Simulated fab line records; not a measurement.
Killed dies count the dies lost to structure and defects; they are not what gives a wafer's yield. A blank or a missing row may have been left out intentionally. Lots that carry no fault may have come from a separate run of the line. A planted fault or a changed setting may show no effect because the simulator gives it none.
Matching of chambers / flow sky130 / 3 sister chambers for SKY_CAPM_CVD_00 on pecvd-04
The step deposits SiO2, target thk 15.5 nm. 6 wafers are shown with their chamber, then 7 later ones without.

== EACH WAFER AND ITS CHAMBER ==
wafer=L460.6; chamber=2; heaterPowerW (W)=736
wafer=L461.2; chamber=1; heaterPowerW (W)=651
wafer=L461.3; chamber=2; heaterPowerW (W)=805
wafer=L461.6; chamber=1; heaterPowerW (W)=658
wafer=L474.2; chamber=0; heaterPowerW (W)=608
wafer=L474.5; chamber=0; heaterPowerW (W)=613

== WAFERS WITHOUT THEIR CHAMBER ==
wafer=L474.6; heaterPowerW (W)=657
wafer=L475.1; heaterPowerW (W)=758
wafer=L475.3; heaterPowerW (W)=687
wafer=L475.5; heaterPowerW (W)=663
wafer=L480.1; heaterPowerW (W)=559
wafer=L480.2; heaterPowerW (W)=693
wafer=L480.6; heaterPowerW (W)=574

== EACH ONE'S CHAMBER ==
wafer=L474.6; from the rows above=can't be placed: 1 or 0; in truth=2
wafer=L475.1; from the rows above=2; in truth=2
wafer=L475.3; from the rows above=can't be placed: 1 or 0 or 2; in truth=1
wafer=L475.5; from the rows above=can't be placed: 1 or 0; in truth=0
wafer=L480.1; from the rows above=can't be placed: 0 or 1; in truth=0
wafer=L480.2; from the rows above=can't be placed: 1 or 2 or 0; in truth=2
wafer=L480.6; from the rows above=can't be placed: 0 or 1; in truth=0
1 of 7 placed correctly. Can't be placed from these rows: 6 (the true chamber is among the candidates in 5). Number placed wrongly: 0.
How it was worked out, from the rows above alone: a wafer's distance from a chamber is the root of the sum, over the readings, of the square of ((its reading less the chamber's mean) divided by the reading's scatter). The wafer belongs to the nearest chamber; if the next one is less than 2 further off, it can't be placed. Each chamber's mean is taken over the wafers shown for it. The scatter: take each reading less its chamber's mean, square it, sum over the shown wafers, divide by the number of wafers less the number of chambers, and take the root.
